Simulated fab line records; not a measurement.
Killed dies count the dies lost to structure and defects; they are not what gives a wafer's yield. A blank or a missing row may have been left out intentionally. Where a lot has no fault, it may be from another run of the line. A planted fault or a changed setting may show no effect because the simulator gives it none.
2 desks looking at one fault || flow gf180mcu || every desk sees just its own numbers, and what lay behind them comes last

## FROM THE METROLOGY DESK
Means of the sampled wafers that have a number, per lot and without regard to the tool the lot ran on: this is what the gauges read. If a lot's mean is further than 4 standard deviations from the usual mean, the lot is out of limits and carries the mark OUT (the distance appears in the brackets).
Columns: A = MVPSD_OVL at GF_MVPSD_OVL_MEAS_07, usual 0.9 nm; B = VT_IMPLANT_4_TW at GF_VT_IMPLANT_TW_MEAS_43, usual 692; C = DUAL_GATE_OXIDATION_00_THK at GF_DUAL_GATE_THK_MEAS_03, usual 10.72 nm
{"lot": "L667", "first seen here": "day 4 23:14", "A": 1.8, "B": 690, "C": 10.92}
{"lot": "L669", "first seen here": "day 5 12:02", "A": 1.9, "B": 697, "C": 10.45}
{"lot": "L670", "first seen here": "day 5 18:56", "A": 1.2, "B": 697, "C": 11.15}
{"lot": "L671", "first seen here": "day 6 02:17", "A": 0.8, "B": 689, "C": 10.67}
{"lot": "L676", "first seen here": "day 7 08:44", "A": -0.4, "B": "617 (-19) OUT", "C": 10.82}
{"lot": "L679", "first seen here": "day 8 04:53", "A": -0.0, "B": "620 (-18) OUT", "C": 10.96}
{"lot": "L683", "first seen here": "day 9 02:58", "A": -1.0, "B": 692, "C": 10.60}
{"lot": "L684", "first seen here": "day 9 09:44", "A": 1.4, "B": 697, "C": 10.72}
{"lot": "L685", "first seen here": "day 9 17:13", "A": 1.5, "B": 694, "C": 10.70}
{"lot": "L686", "first seen here": "day 9 20:54", "A": 0.5, "B": 690, "C": 10.86}
{"lot": "L688", "first seen here": "day 10 07:53", "A": -0.2, "B": 689, "C": 10.76}
{"lot": "L689", "first seen here": "day 10 15:32", "A": 1.7, "B": 687, "C": 10.71}
{"lot": "L690", "first seen here": "day 10 20:47", "A": 0.7, "B": 691, "C": 10.55}
This desk's finding: out of limits on L676, L679; first on L676, day 10 06:27 (VT_IMPLANT_4_TW at GF_VT_IMPLANT_TW_MEAS_43). Within limits: L667, L669, L670, L671, L683, L684, L685, L686, L688, L689, L690.

## FOR THE TOOL OWNER'S DESK: implanter-01
GF_VT_IMPLANT_IMPLANT_41, tool's own readings: per-lot mean of the sampled wafers with a number, covering each lot this tool ran. If a lot's mean is further than 4 standard deviations from the usual mean, the lot is out of limits and carries the mark OUT (the distance appears in the brackets).
Columns: A = end-station-pressure-torr at GF_VT_IMPLANT_IMPLANT_41, usual 5.01e-06 Torr; B = tilt-deg at GF_VT_IMPLANT_IMPLANT_41, usual 6.999 degrees
{"lot": "L676", "first seen here": "day 10 06:14", "A": 5.05e-06, "B": "-0.036 (-99 or more) OUT"}
{"lot": "L679", "first seen here": "day 11 03:28", "A": 5.02e-06, "B": "0.004 (-99 or more) OUT"}
{"lot": "L689", "first seen here": "day 13 21:29", "A": 5.18e-06, "B": 6.993}
This desk finds L676, L679 out of limits, L676 being first, at day 10 06:14 (tilt-deg at GF_VT_IMPLANT_IMPLANT_41). Within limits: L689.

## BROUGHT TOGETHER
The tool owner's desk could have raised an alarm at day 10 06:14, on L676, L679.
L676, L679 would have let the metrology desk raise an alarm at day 10 06:27.
GF_VT_IMPLANT_IMPLANT_41 was run on implanter-01 by each of the lots named.

## WHAT WAS PUT IN BY THE SIMULATOR
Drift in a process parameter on implanter-01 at GF_VT_IMPLANT_IMPLANT_41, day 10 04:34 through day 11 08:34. The setting tilt-deg was moved by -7, starting from 7. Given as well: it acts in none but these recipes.
Shown lots that were struck: L676, L679.
Counting hours from when the fault started, the first reading out of limits came at 2 for the tool owner's desk and at 2 for the metrology desk.
